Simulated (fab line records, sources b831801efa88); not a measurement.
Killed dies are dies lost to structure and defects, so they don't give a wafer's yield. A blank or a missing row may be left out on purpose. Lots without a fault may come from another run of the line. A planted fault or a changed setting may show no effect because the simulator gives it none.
Which tool did it? | flow sky130 | 15 lots, 45 wafers sampled, at 4 steps of a route of 708

WHAT THE GAUGES READ, wafer by wafer
SKY_LDD_N_OVL_MEAS_07.
lot  | measured     | on         | LDD_N_OVL (nm)
L873 | day 17 14:34 | overlay-01 | 0.1 0.8 -0.2
L874 | day 18 01:43 | overlay-01 | 0.2 1.4 -0.2
L875 | day 18 12:10 | overlay-02 | -1.0 0.3 -0.4
L876 | day 18 18:49 | overlay-02 | 1.6 0.4 -0.7
L878 | day 20 12:28 | overlay-02 | 0.1 -1.6 -0.8
L881 | day 21 12:10 | overlay-01 | -1.5 -0.8 -0.7
L882 | day 22 04:22 | overlay-01 | -1.2 -0.9 -0.7
L883 | day 22 05:13 | overlay-01 | 2.9 1.4 1.3
L885 | day 22 09:28 | overlay-01 | 1.0 0.0 0.8
L889 | day 23 09:04 | overlay-01 | 2.0 2.7 1.8
L890 | day 23 18:37 | overlay-01 | - - -
L891 | day 24 06:40 | overlay-01 | - - -
L892 | day 24 19:39 | overlay-02 | - - -
L895 | day 25 17:37 | overlay-01 | 1.9 2.2 0.0
L894 | day 25 18:07 | overlay-02 | 0.5 1.3 2.4

SKY_LDD_P_TW_MEAS_11.
lot  | measured     | on            | LDD_P_TW
L873 | day 18 21:44 | film_metro-04 | 641 640 640
L874 | day 19 08:25 | film_metro-04 | 637 640 643
L875 | day 19 18:50 | film_metro-01 | 627 620 625
L876 | day 20 01:43 | film_metro-01 | 628 631 628
L878 | day 21 20:20 | film_metro-02 | 642 641 639
L881 | day 22 19:46 | film_metro-02 | 640 637 641
L882 | day 23 11:23 | film_metro-01 | 632 629 629
L883 | day 23 12:52 | film_metro-04 | 644 644 644
L885 | day 23 16:33 | film_metro-04 | 647 644 644
L889 | day 24 16:40 | film_metro-02 | 637 640 635
L890 | day 25 01:50 | film_metro-04 | 2613 2606 2607
L891 | day 25 13:38 | film_metro-02 | 2606 2600 2593
L892 | day 26 03:07 | film_metro-01 | 2569 2547 2566
L895 | day 27 00:11 | film_metro-04 | 643 646 641
L894 | day 27 01:20 | film_metro-02 | 635 633 640

SKY_LDD_HVN_TW_MEAS_10.
lot  | measured     | on            | LDD_HVN_TW
L873 | day 20 03:43 | film_metro-02 | 1461 1458 1464
L874 | day 20 14:42 | film_metro-01 | 1416 1420 1420
L875 | day 21 01:49 | film_metro-01 | 1420 1417 1419
L876 | day 21 08:57 | film_metro-03 | 1436 1435 1441
L878 | day 23 03:16 | film_metro-03 | 1430 1434 1437
L881 | day 24 01:24 | film_metro-03 | 1437 1440 1434
L882 | day 24 17:34 | film_metro-03 | 1432 1434 1431
L883 | day 24 19:03 | film_metro-01 | 1420 1426 1421
L885 | day 24 22:58 | film_metro-01 | 1427 1423 1421
L889 | day 25 23:00 | film_metro-01 | 1420 1412 1419
L890 | day 26 07:22 | film_metro-01 | 2685 2658 2677
L891 | day 26 19:04 | film_metro-03 | 2702 2697 2709
L892 | day 27 09:12 | film_metro-01 | 2671 2664 2676
L895 | day 28 05:07 | film_metro-01 | 1409 1401 1414
L894 | day 28 06:04 | film_metro-02 | 1451 1461 1449

WHICH TOOL RAN EACH LOT (tool, then ch and the chambers of the sampled wafers, then the start)
lot  | SKY_LDD_N_COAT_02
L873 | litho_track-01 ch 0, day 17 00:46
L874 | litho_track-01 ch 0, day 17 11:46
L875 | litho_track-04 ch 0, day 17 22:12
L876 | litho_track-01 ch 0, day 18 03:55
L878 | litho_track-01 ch 0, day 19 20:37
L881 | litho_track-04 ch 0, day 20 21:21
L882 | litho_track-03 ch 0, day 21 13:11
L883 | litho_track-01 ch 0, day 21 13:25
L885 | litho_track-03 ch 0, day 21 19:01
L889 | litho_track-03 ch 0, day 22 18:31
L890 | litho_track-01, day 23 04:55
L891 | litho_track-03, day 23 14:59
L892 | litho_track-03, day 24 04:31
L895 | litho_track-04 ch 0, day 25 01:44
L894 | litho_track-04 ch 0, day 25 02:20
- SKY_LDD_N_COAT_02: resist thk 300 nm.

WHAT THE TOOLS THEMSELVES READ (means of the sampled wafers that have a number; where no wafer has one, the mark that the record gives instead)
SKY_LDD_N_COAT_02.
lot  | tool           | chill_plate_temp_C (C) | dispense_pressure_kPa (kPa)
L873 | litho_track-01 | 23.06                  | 56
L874 | litho_track-01 | 22.99                  | 56
L875 | litho_track-04 | 23.14                  | 54
L876 | litho_track-01 | 22.97                  | 56
L878 | litho_track-01 | 23.03                  | 56
L881 | litho_track-04 | 22.97                  | 54
L882 | litho_track-03 | 23.07                  | 44
L883 | litho_track-01 | 23.07                  | 56
L885 | litho_track-03 | 23.07                  | 44
L889 | litho_track-03 | 23.05                  | 44
L890 | litho_track-01 | -                      | -
L891 | litho_track-03 | -                      | -
L892 | litho_track-03 | -                      | -
L895 | litho_track-04 | 22.95                  | 54
L894 | litho_track-04 | 23.08                  | 54

THE ANSWER, worked out from the rows above alone
Rule: what is usual is taken from the lots themselves. Put in order of their means at a reading, lots are off if they are a third of the lots or fewer, leave a main group of 4 or more, and stand apart from it by a gap of 3 or more times the standard deviation of the main group's means; of several such gaps the widest counts. A main group whose means are all the same, to the digits that the tables above print for the reading, isn't used. A lot without any number at a reading at which 4 lots or more have one is off too. The other lots that the step has rows for count as sound. The gauges are gone through in route order, then the tools' own readings, and for those a lot's mean is taken as printed above. The first step at which some lot is off is used, and at that step the reading that is off furthest; a lot without a number counts as furthest.
Off: L890, L891, L892, at SKY_LDD_N_OVL_MEAS_07 (LDD_N_OVL). Without a number there: L890, L891, L892. The main group: mean 0.5 nm, standard deviation 1.
A tool fits if, at a process step before that reading, it ran every lot that is off, and no sound lot after the first of them. The gauges at SKY_LDD_N_OVL_MEAS_07 aren't tried: what is off there is off at SKY_LDD_P_TW_MEAS_11 too, on other tools, and a gauge's error can't cause that. None of those tried fits.

WHAT THE SIMULATOR HAD PUT IN
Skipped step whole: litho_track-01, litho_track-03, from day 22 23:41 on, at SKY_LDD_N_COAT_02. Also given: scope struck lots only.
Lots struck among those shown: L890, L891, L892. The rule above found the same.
